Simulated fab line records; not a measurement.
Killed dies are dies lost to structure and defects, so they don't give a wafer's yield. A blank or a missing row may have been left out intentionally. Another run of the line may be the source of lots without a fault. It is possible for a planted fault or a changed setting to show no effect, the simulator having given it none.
fab line records	flow sky130
[record] lots = 5	wafers = 15	last-day = 50
route steps=708 shown METAL1@441 PAD_OPEN@708
lots that met no fault: from a run of the same line without faults
start-h: start of the lot's first displayed wafer, in hours after the record's first day	wait-h: hours since the lot's step before	" the same as in the row above	L1.1+2: a single row standing in for several wafers	- either no value or no given start	* or withheld: withheld	< > ~ a bound
route shown NAME@n: NAME is a module with steps in the file, n the number in the route of the first one	usual: the fault-free wafers' mean and standard deviation	same: alike in all rows	chamber/n: place in a boat	sites: readings site by site	_std_site: the standard deviation of these	_edge_site: outer sites' mean less inner sites'	radius-mm: for every site, how far away it sits from the centre of the wafer	mask NAME#n: copy n	behind: the last tool/chamber to shape the wafer	hold: why the lot was held/for how many hours/how that ended	device: transistor that didn't switch, given as n, p or np	end of line: the route-end tests of the same wafers	a step given without rows: its recipe and nothing more	killed: at the first sort, the dies lost to defects and structure; wafer yield is something else	map: per-die view of a wafer (x killed, . not killed, _ where there is no die)
set.NAME: the setting the step ran with; set.NAME@STEP: the setting that earlier step ran with	model.NAME: the simulator's own value behind a step, which no gauge read
lots at selected steps of the route; one table per step, one row per wafer
services: a tool's chamber out of use, with start hour (start-h, from the record's first day; less than 0 if before it), hours out, and reason
[[steps]]
[step SKY_METAL1_DEHYDRATE_07]
[recipe] temp-c = 200	time-s = 60
[step SKY_METAL1_HMDS_08]
[recipe] prime-time-s = 60	prime-temp-c = 120
[step SKY_METAL1_COAT_09]
[recipe] resist = BARC	temp-c = withheld	time-s = withheld	spin-rpm = 3000	resist-thk-nm = 60
[step SKY_METAL1_COAT_10]
[recipe] resist = KrF-thick	spin-rpm = 3000	resist-thk-nm = 450
[step SKY_METAL1_SOFTBAKE_11]
[recipe] temp-c = 100	time-s = 90	resist = KrF-thick
[step SKY_METAL1_EXPOSE_12]
[recipe] mask-id = MM1	na = 0.8	source-shape = annular	sigma-inner = 0.55	sigma-outer = 0.85	target-cd-nm = 140	dose-mj = 28
[step SKY_METAL1_PEB_13]
[recipe] peb-temp-c = withheld	peb-time-s = withheld	resist = KrF-thick
[step SKY_METAL1_DEVELOP_14]
[recipe] develop-time-s = 60	resist = KrF-thick	dev-temp-c = 21
[step SKY_METAL1_CD_MEAS_15]
[recipe] target-cd-nm = 140
[usual] cd-nm = 140.4/1.4
lot.wafer	tool	chamber	start-h	wait-h	cd-nm
L691.2	cd-sem-01	-	753.30	-	139.1
L691.3	"	-	"	"	139.1
L691.5	"	-	"	"	140.3
L693.2	cd-sem-02	-	774.24	-	138.8
L693.3	"	-	"	"	139.8
L693.4	"	-	"	"	140.2
L706.2	cd-sem-02	-	872.84	-	142.3
L706.5	"	-	"	"	139.6
L706.6	"	-	"	"	141.9
L710.1	cd-sem-01	-	905.28	-	139.1
L710.3	"	-	"	"	137.8
L710.5	"	-	"	"	138.4
L712.2	cd-sem-01	-	918.34	-	140.1
L712.4	"	-	"	"	141.3
L712.5	"	-	"	"	141.1
[step SKY_METAL1_OVL_MEAS_16]
[usual] METAL1_OVL = -2/6.1
lot.wafer	tool	chamber	start-h	wait-h	METAL1_OVL[nm]
L691.2	overlay-02	-	753.41	0.1	-4
L691.3	"	-	"	"	-5
L691.5	"	-	"	"	-7
L693.2	overlay-02	-	774.35	0.1	3
L693.3	"	-	"	"	2
L693.4	"	-	"	"	-1
L706.2	overlay-01	-	872.95	0.1	-5
L706.5	"	-	"	"	-2
L706.6	"	-	"	"	-2
L710.1	overlay-01	-	905.40	0.1	-3
L710.3	"	-	"	"	-9
L710.5	"	-	"	"	-5
L712.2	overlay-02	-	918.44	0.1	11
L712.4	"	-	"	"	13
L712.5	"	-	"	"	7
[step SKY_METAL1_DESCUM_17]
[recipe] chemistry = O2	source-power-w = 150	bias-power-w = 0	pressure-mtorr = 10	temp-c = 40	time-s = 8
[usual] drypump-motor-current-A = 6.0/0.37	oes-product-au = 1.000/0.0096
[same] bias-power-w = 0
lot.wafer	tool	chamber	start-h	wait-h	drypump-motor-current-A	oes-product-au	rf-hours-counter-h
L691.2	rie-metal-03	1	753.44	0.0	5.4	0.995	8
L691.3	"	0	"	"	6.4	1.007	-
L691.5	"	0	"	"	6.4	0.998	-
L693.2	rie-metal-02	0	774.38	0.0	5.7	1.005	5
L693.3	"	1	"	"	6.2	1.000	-
L693.4	"	0	"	"	5.7	1.005	-
L706.2	rie-metal-02	0	872.98	0.0	5.7	1.000	9
L706.5	"	0	"	"	5.7	1.007	-
L706.6	"	1	"	"	6.2	0.988	-
L710.1	rie-metal-01	1	905.44	0.0	6.4	1.009	1
L710.3	"	1	"	"	6.4	1.024	-
L710.5	"	0	"	"	5.8	1.000	-
L712.2	rie-metal-01	0	918.47	0.0	5.8	0.989	12
L712.4	"	0	"	"	5.8	0.992	-
L712.5	"	1	"	"	6.4	1.013	-
[step SKY_METAL1_ETCH_18]
[recipe] chemistry = N2/H2	target = BARC	ion-energy-ev = 200	bias-w = 100	pressure-mtorr = 30	n2-flow-sccm = 100	h2-flow-sccm = 200	icp-w = 500	stop-on = SiO2	time-s = 45.9	target-depth-a = 600
[usual] drypump-motor-current-A = 6.0/0.37	oes-product-au = 0.853/0.0049	throttle-valve-pct = 13.224/0.0087
lot.wafer	tool	chamber	start-h	wait-h	drypump-motor-current-A	oes-product-au	rf-hours-counter-h	throttle-valve-pct
L691.2	rie-metal-03	1	753.47	0.0	5.4	0.850	8	13.238
L691.3	"	0	"	"	6.4	0.850	-	13.222
L691.5	"	0	"	"	6.4	0.859	-	13.250
L693.2	rie-metal-02	0	774.41	0.0	5.7	0.852	5	13.219
L693.3	"	1	"	"	6.2	0.857	-	13.209
L693.4	"	0	"	"	5.7	0.854	-	13.221
L706.2	rie-metal-02	0	873.01	0.0	5.7	0.859	9	13.231
L706.5	"	0	"	"	5.7	0.857	-	13.233
L706.6	"	1	"	"	6.2	0.864	-	13.224
L710.1	rie-metal-01	1	905.47	0.0	6.4	0.857	1	13.232
L710.3	"	1	"	"	6.4	0.857	-	13.230
L710.5	"	0	"	"	5.8	0.848	-	13.209
L712.2	rie-metal-01	0	918.50	0.0	5.8	0.845	12	13.220
L712.4	"	0	"	"	5.8	0.857	-	13.217
L712.5	"	1	"	"	6.4	0.852	-	13.226
[step SKY_METAL1_METAL_ETCH_19]
[recipe] target-depth-a = 3600	stop-on = SiO2	over-etch-frac = 0.3	time-s = 78	chemistry = Cl2/BCl3	resist-sidewall-deg = 88	pressure-mtorr = 10	icp-w = 900	bias-w = 48.5	Cl2_flow_sccm = 60	bcl3-flow-sccm = 30
[usual] drypump-motor-current-A = 6.0/0.37	oes-product-au = 0.856/0.0056	over-etch-frac = 0.3/0	throttle-valve-pct = 22.264/0.0096
lot.wafer	tool	chamber	start-h	wait-h	drypump-motor-current-A	oes-product-au	over-etch-frac	rf-hours-counter-h	throttle-valve-pct	model.KrF-thick_of_METAL1_COAT_10.thk-nm	model.METAL1.cd-nm	model.SiO2_of_CONTACT_HDPCVD_02.thk-nm
L691.2	rie-metal-03	1	753.53	0.0	5.4	0.866	0.3	8	22.263	159.8	140.7	325.7
L691.3	"	0	"	"	6.4	0.855	0.3	-	22.269	157.2	139.7	325.4
L691.5	"	0	"	"	6.4	0.855	0.3	-	22.257	156.1	141.8	325.8
L693.2	rie-metal-02	0	774.47	0.0	5.7	0.850	0.3	5	22.264	157.1	142.3	324.7
L693.3	"	1	"	"	6.2	0.856	0.3	-	22.266	161.3	142.5	326.2
L693.4	"	0	"	"	5.7	0.855	0.3	-	22.256	157	144.8	325.1
L706.2	rie-metal-02	0	873.07	0.0	5.7	0.774	0.55153	9	22.264	115.6	141	324.5
L706.5	"	0	"	"	5.7	0.855	0.3	-	22.269	159.7	143	325.9
L706.6	"	1	"	"	6.2	0.863	0.3	-	22.267	164.9	144	327
L710.1	rie-metal-01	1	905.53	0.0	6.4	0.857	0.3	1	22.261	153.6	139.5	324.9
L710.3	"	1	"	"	6.4	0.857	0.3	-	22.253	155.4	140.8	325.8
L710.5	"	0	"	"	5.8	0.850	0.3	-	22.264	164.3	137.6	325.9
L712.2	rie-metal-01	0	918.57	0.0	5.8	0.861	0.3	12	22.256	164.2	139.3	326.8
L712.4	"	0	"	"	5.8	0.853	0.3	-	22.281	164	140.5	327
L712.5	"	1	"	"	6.4	0.854	0.3	-	22.241	153.2	141.3	326.7
[step SKY_METAL1_STRIP_20]
[recipe] chemistry = O2/N2	power-w = 1400	pressure-mtorr = 1500	platen-temp-c = withheld	o2-flow-sccm = 3000	n2-flow-sccm = 300	overash-fraction = 0.5
[usual] drypump-motor-current-A = 5.7/0.36	oes-product-au = 0.343/0.0045	strip-time-to-endpoint-s = 2.71/0.043
lot.wafer	tool	chamber	start-h	wait-h	drypump-motor-current-A	oes-product-au	rf-hours-counter-h	strip-time-to-endpoint-s
L691.2	plasma-asher-03	1	753.62	0.1	5.7	0.344	64	2.70
L691.3	"	0	"	"	5.7	0.338	-	2.68
L691.5	"	0	"	"	5.8	0.339	-	2.67
L693.2	plasma-asher-02	1	774.56	0.1	5.5	0.341	90	2.66
L693.3	"	1	"	"	5.5	0.348	-	2.72
L693.4	"	0	"	"	6.1	0.345	-	2.68
L706.2	plasma-asher-04	0	873.16	0.1	6.1	0.324	45	2.22
L706.5	"	1	"	"	5.2	0.340	-	2.70
L706.6	"	0	"	"	6.2	0.344	-	2.76
L710.1	plasma-asher-02	0	905.62	0.1	6.1	0.346	103	2.63
L710.3	"	1	"	"	5.5	0.338	-	2.66
L710.5	"	1	"	"	5.5	0.342	-	2.77
L712.2	plasma-asher-03	1	918.66	0.1	5.7	0.351	80	2.73
L712.4	"	0	"	"	5.8	0.346	-	2.75
L712.5	"	0	"	"	5.8	0.348	-	2.64
[step SKY_METAL1_STRIP_21]
[recipe] chemistry = post-etch-residue-remover	time-s = 1200	temp-c = 72.5
[step SKY_PAD_OPEN_PROBE_99]
[usual] defect-limited-yield = 82.5/1.9	killed_at_M0_to_M3 = 42/7.4	killed_at_M4_up = 3.4/1.8	killed-at-contacts = 25/5.4	killed-at-front-end = 15/4.4	killed-at-other = 0.2/0.52	killed-dies = 86/9.3	killed-open = 47/7.6	killed-short = 39/6.5	sort_bin_3_pad_short = 0.9/0.46	sort_bin_5_function = 10.3/1.5	sort_bin_6_memory = 6.3/1.2	sort-n-pass = 406/9.3	sort-yield-pct = 82.5/1.9
[same] gross-dies = 492	killed-at-back-side = 0	sort_bin_4_leakage[%] = 0	sort_bin_8_speed[%] = 0
lot.wafer	tool	chamber	start-h	wait-h	defect-limited-yield[%]	killed_at_M0_to_M3	killed_at_M4_up	killed-at-contacts	killed-at-front-end	killed-at-other	killed-dies	killed-open	killed-short	sort_bin_3_pad_short[%]	sort_bin_5_function[%]	sort_bin_6_memory[%]	sort-n-pass	sort-yield-pct[%]	model.etest.met1.width-nm	model.etest.met1.line-ohm-um
L691.2	prober-01	-	1073.03	0.1	79.3	54	4	28	16	0	102	63	39	1.2	12.4	7.1	390	79.3	139.2	0.9073
L691.3	prober-01	-	1073.08	0.2	81.7	50	7	23	10	0	90	48	42	0.8	9.6	7.9	402	81.7	139.9	0.904
L691.5	prober-01	-	1073.18	0.2	77.8	58	4	21	26	0	109	53	56	0.4	13.4	8.3	383	77.8	140.9	0.9059
L693.2	prober-01	-	1088.04	0.1	81.1	46	2	27	18	0	93	47	46	1.4	9.6	7.9	399	81.1	142	0.9033
L693.3	prober-01	-	1088.09	0.2	83.5	38	3	24	16	0	81	48	33	0.8	11.2	4.5	411	83.5	142	0.8865
L693.4	prober-01	-	1088.14	0.2	82.9	41	5	18	18	2	84	43	41	0.6	11.2	5.3	408	82.9	146.7	0.8763
L706.2	prober-01	-	1160.52	0.1	82.7	45	1	26	12	1	85	44	41	1.6	11.0	4.7	407	82.7	142.9	0.9004
L706.5	prober-01	-	1160.67	0.2	82.5	38	6	27	15	0	86	47	39	0.8	9.1	7.5	406	82.5	142.3	0.9037
L706.6	prober-01	-	1160.72	0.2	80.3	39	5	31	22	0	97	43	54	2.4	10.4	6.9	395	80.3	144.4	0.8833
L710.1	prober-02	-	1180.24	0.1	84.6	34	3	22	17	0	76	52	24	1.0	7.3	7.1	416	84.6	139.9	0.9165
L710.3	prober-02	-	1180.34	0.2	82.3	51	3	20	13	0	87	36	51	1.6	8.7	7.3	405	82.3	140.9	0.9144
L710.5	prober-02	-	1180.44	0.2	82.7	49	3	24	9	0	85	52	33	0.2	11.2	5.9	407	82.7	138	0.9206
L712.2	prober-01	-	1188.20	0.1	82.5	35	5	33	13	0	86	43	43	0.2	12.4	4.9	406	82.5	138.4	0.9147
L712.4	prober-01	-	1188.30	0.2	86.2	38	3	21	6	0	68	44	24	0.8	7.7	5.3	424	86.2	139.2	0.9099
L712.5	prober-01	-	1188.35	0.2	83.1	31	5	30	17	0	83	46	37	0.6	8.9	7.3	409	83.1	140.9	0.8866
// killed by level:class
L691.2 VIA1:geometric-particle:open=14 VIA3:geometric-particle:open=12 CONTACT:geometric-particle:open=9 LI_CONTACT:geometric-particle:open=8 VIA1:geometric-particle:short=8 LI_CONTACT:geometric-particle:short=7 METAL2:geometric-particle:short=5 FIELD_ISO:geometric-particle:open=4
L691.3 VIA3:geometric-particle:open=12 CONTACT:geometric-particle:open=9 METAL1:geometric-particle:short=9 VIA1:geometric-particle:open=8 VIA3:geometric-particle:short=6 VIA2:geometric-particle:open=6 CONTACT:geometric-particle:short=5 LI_CONTACT:geometric-particle:open=4
L691.5 CONTACT:geometric-particle:open=11 VIA2:geometric-particle:open=9 FIELD_ISO:geometric-particle:open=7 METAL3:geometric-particle:short=7 VIA3:geometric-particle:open=7 METAL1:geometric-particle:short=7 VIA1:geometric-particle:open=7 FIELD_ISO:geometric-particle:short=6
L693.2 CONTACT:geometric-particle:open=11 VIA2:geometric-particle:open=8 METAL2:geometric-particle:short=7 CONTACT:geometric-particle:short=6 VIA1:geometric-particle:open=6 VIA3:geometric-particle:open=6 FIELD_ISO:geometric-particle:short=4 POLY_GATE:geometric-particle:open=4
L693.3 VIA1:geometric-particle:open=14 CONTACT:geometric-particle:open=11 VIA1:geometric-particle:short=7 POLY_GATE:geometric-particle:open=6 LI_CONTACT:geometric-particle:open=6 FIELD_ISO:geometric-particle:short=4 POLY_GATE:geometric-particle:short=4 METAL1:geometric-particle:short=4
L693.4 VIA2:geometric-particle:open=10 METAL1:geometric-particle:short=7 VIA1:geometric-particle:open=7 CONTACT:geometric-particle:open=6 POLY_GATE:geometric-particle:short=5 LI_CONTACT:geometric-particle:open=5 METAL2:geometric-particle:short=5 FIELD_ISO:geometric-particle:open=4
L706.2 VIA1:geometric-particle:open=12 CONTACT:geometric-particle:open=11 METAL1:geometric-particle:short=10 LI_CONTACT:geometric-particle:open=7 VIA1:geometric-particle:short=6 POLY_GATE:geometric-particle:open=5 CONTACT:geometric-particle:short=5 VIA3:geometric-particle:open=4
L706.5 VIA3:geometric-particle:open=11 LI_CONTACT:geometric-particle:open=10 LOCAL_INTERCONNECT:geometric-particle:short=7 METAL2:geometric-particle:short=6 VIA2:geometric-particle:open=6 POLY_GATE:geometric-particle:short=4 LI_CONTACT:geometric-particle:short=4 CONTACT:geometric-particle:open=4
L706.6 METAL2:geometric-particle:short=13 CONTACT:geometric-particle:open=10 FIELD_ISO:geometric-particle:open=6 POLY_GATE:geometric-particle:short=6 LI_CONTACT:geometric-particle:open=6 FIELD_ISO:geometric-particle:short=5 LOCAL_INTERCONNECT:geometric-particle:short=5 CONTACT:geometric-particle:short=5
L710.1 CONTACT:geometric-particle:open=11 VIA1:geometric-particle:open=9 FIELD_ISO:geometric-particle:open=7 VIA3:geometric-particle:open=6 LI_CONTACT:geometric-particle:open=5 VIA1:geometric-particle:short=5 POLY_GATE:geometric-particle:open=3 CONTACT:geometric-particle:short=3
L710.3 VIA1:geometric-particle:open=12 METAL2:geometric-particle:short=7 FIELD_ISO:geometric-particle:short=6 CONTACT:geometric-particle:open=6 VIA1:geometric-particle:short=6 METAL1:geometric-particle:short=6 VIA3:geometric-particle:open=6 VIA2:geometric-particle:open=5
L710.5 CONTACT:geometric-particle:open=11 VIA3:geometric-particle:open=11 VIA2:geometric-particle:open=8 VIA1:geometric-particle:open=7 METAL1:geometric-particle:short=6 CONTACT:geometric-particle:short=5 FIELD_ISO:geometric-particle:open=4 METAL2:geometric-particle:short=4
L712.2 CONTACT:geometric-particle:open=13 LI_CONTACT:geometric-particle:open=9 POLY_GATE:geometric-particle:short=5 VIA1:geometric-particle:open=5 VIA1:geometric-particle:short=5 LOCAL_INTERCONNECT:geometric-particle:short=4 METAL1:geometric-particle:short=4 VIA3:geometric-particle:short=4
L712.4 VIA3:geometric-particle:open=9 VIA2:geometric-particle:open=9 LI_CONTACT:geometric-particle:open=8 METAL1:geometric-particle:short=6 VIA1:geometric-particle:open=6 METAL2:geometric-particle:short=4 CONTACT:geometric-particle:open=4 FIELD_ISO:geometric-particle:open=3
L712.5 CONTACT:geometric-particle:open=13 CONTACT:geometric-particle:short=8 METAL2:geometric-particle:open=6 VIA1:geometric-particle:open=5 POLY_GATE:geometric-particle:short=4 METAL1:geometric-particle:short=4 VIA2:geometric-particle:open=4 METAL4:geometric-particle:short=4
[[services]]
tool	chamber	start-h	hours	kind
plasma-asher-04	-	746.76	2.8	pm
plasma-asher-02	-	748.52	5.9	repair
rie-metal-01	1	802.36	2.2	repair
plasma-asher-03	-	808.62	3.0	repair
rie-metal-02	0	814.30	19.5	repair
plasma-asher-04	-	820.15	5.8	repair
rie-metal-01	-	859.83	2.8	pm
rie-metal-01	1	871.63	-	clean
rie-metal-01	1	871.63	21.8	scheduled-down
rie-metal-01	1	871.63	21.8	vent-cycle
rie-metal-01	-	906.76	0.6	repair
rie-metal-03	0	910.49	-	clean
rie-metal-03	0	910.49	15.1	scheduled-down
rie-metal-03	0	910.49	15.1	vent-cycle
[[key]]
[first-sign] step = SKY_METAL1_METAL_ETCH_19	reading = over-etch-frac	direction = up	sigmas = 99+	usual = 0.3	struck = 0.55153
[effect] step = SKY_METAL1_METAL_ETCH_19	reading = oes-product-au	direction = down	sigmas = 15	usual = 0.856	struck = 0.774
[effect] step = SKY_METAL1_STRIP_20	reading = strip-time-to-endpoint-s	direction = down	sigmas = 11	usual = *	struck = *
[model-effect] step = SKY_METAL1_METAL_ETCH_19	value = KrF-thick_of_METAL1_COAT_10.thk-nm	without = 160.9	struck = 115.6
[model-effect] step = SKY_PAD_OPEN_PROBE_99	value = etest.met1.width-nm	without = 148.2	struck = 142.9
met-at SKY_METAL1_METAL_ETCH_19
struck-wafers L706.2
onset-between 774.47 873.07
[fault] kind = process-parameter-drift	tool = rie-metal-02	chamber = -	onset-h = 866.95	steps = SKY_METAL1_METAL_ETCH_19	channel = over-etch-frac	offset = 0.25153	shape = step	end-h = 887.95	scope = struck-wafers-only	acts-in = these-recipes-only	stated = 0.3
